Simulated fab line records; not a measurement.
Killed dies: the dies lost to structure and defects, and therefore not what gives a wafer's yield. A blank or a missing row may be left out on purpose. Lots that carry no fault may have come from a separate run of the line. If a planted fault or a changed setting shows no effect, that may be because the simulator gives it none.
A lot that was struck, set against a sound lot | flow sky130 | 15 steps out of a route of 708
Sound: wafers L814.2, L814.3, L814.5. Wafers struck: L817.2, L817.5, L817.6. At the end, the cause is stated.
Order at every step that has rows: each side's tool, ch and its chambers, its first start. Under that, the readings that differ: sound wafers | struck wafers | difference of the means | sigmas: that difference in standard deviations of wafers without a fault.
alike: words and numbers the same on both sides, and readings whose means are apart by under 2 such deviations; not compared: readings that were withheld, readings missing a value for some wafer, numbers with overlapping values and no deviation given by the record, and bounds like >300 which may hide the same value.
The two part at a step that has a row with sigmas, a row that says differs or no value, or rows on one side only. Numbers that don't overlap but have no deviation are shown without sigmas and don't part them. A reading that every wafer of one side lacks parts them only if that side has two wafers or more.

first, 3 steps without rows for these wafers: SKY_CONTACT_EXPOSE_11 (exposes mask CTM1, target cd 170 nm); SKY_CONTACT_PEB_12; SKY_CONTACT_DEVELOP_13 (develop time 60 s).
SKY_CONTACT_CD_MEAS_14 targets a cd of 170 nm.
  struck on cd sem-02, day 35 06:02; sound on cd sem-02, day 34 03:14
  alike: cd nm
SKY_CONTACT_OVL_MEAS_15:
  struck on overlay-01, day 35 06:09; sound on overlay-02, day 34 03:21
  alike: CONTACT_OVL
SKY_CONTACT_ETCH_16: etches BARC in N2/H2, stops on SiO2, time 45.9 s, target depth 60 nm.
  sound on rie diel-03 ch 0,3, day 34 03:23; struck on rie diel-03 ch 0,3, day 35 06:11
  alike: drypump motor current A, oes product au, throttle valve pct
  not compared: rf hours counter h
SKY_CONTACT_ETCH_17: etches SiO2 in C4F8/O2/Ar, stops on Si3N4, target depth 340 nm.
  sound on rie diel-03 ch 0,3, day 34 03:25; struck on rie diel-03 ch 0,3, day 35 06:13
  alike: oes product au
SKY_CONTACT_ETCH_18: etches Si3N4 in CHF3/O2, stops on TiN, time 39 s, target depth 75 nm.
  sound: rie diel-03 ch 0,3; struck: rie diel-03 ch 0,3
  alike: O2_flow_sccm, drypump motor current A, oes product au, throttle valve pct
  not compared: rf hours counter h
SKY_CONTACT_STRIP_19: strips in O2/N2.
  sound on plasma asher-03 ch 0,1, day 34 03:31; struck on plasma asher-02 ch 0,1, day 35 06:19
  reading                     | sound       | struck      | difference | sigmas
  drypump motor current A (A) | 6.2 6.2 6.2 | 5.1 5.1 5.9 | -0.8       | -2
  alike: oes product au, strip time to endpoint s
  not compared: rf hours counter h
then, 3 steps without rows for these wafers: SKY_CONTACT_STRIP_20 (strips in post etch residue remover, time 1200 s); SKY_CONTACT_CLEAN_21 (cleans in IPA, time 180 s); SKY_CONTACT_CLEAN_22 (cleans in O3/DIW).
SKY_CONTACT_SPUTTER_23: material TiN, target thk 20 nm, time 80 s.
  struck on pvd sputter-02, day 35 06:55; sound on pvd sputter-02, day 34 04:08
  no value came back on the struck wafers for cathode dc power W (W), chamber pressure pa (Pa), throttle valve pct (%); on the sound wafers cathode dc power W (W) reads 4000.5 3999.9 3999.7
SKY_CONTACT_CVD_24: deposits W, target thk 340 nm, time 102.12 s.
  sound on cvd w-02 ch 0,1, day 34 04:12; struck on cvd w-02 ch 0,1, day 35 06:59
  alike: heater power w, susceptor temp C
-- the record jumps here: 13 days lie between the struck wafers' starts before and after (it left off in module CONTACT and takes up again in module PAD_OPEN, whose first step shown is number 708 of the route) --
SKY_PAD_OPEN_PROBE_99:
  struck on prober-01, day 48 10:56; sound on prober-01, day 47 16:12
  reading            | sound    | struck      | difference | sigmas
  killed at contacts | 22 18 24 | 435 424 433 | +409       | +89
  killed dies        | 94 90 81 | 492 492 492 | +404       | +42
  killed on rim      | 15 24 17 | 96 96 96    | +77        | +21
  alike: killed_at_M0_to_M3, killed_at_M4_up, killed at front end, killed at other, killed open, killed short

## WHERE THEY PART
At SKY_CONTACT_STRIP_19 first; at SKY_PAD_OPEN_PROBE_99 last (within this record only).

WHY: the cause the simulator had injected
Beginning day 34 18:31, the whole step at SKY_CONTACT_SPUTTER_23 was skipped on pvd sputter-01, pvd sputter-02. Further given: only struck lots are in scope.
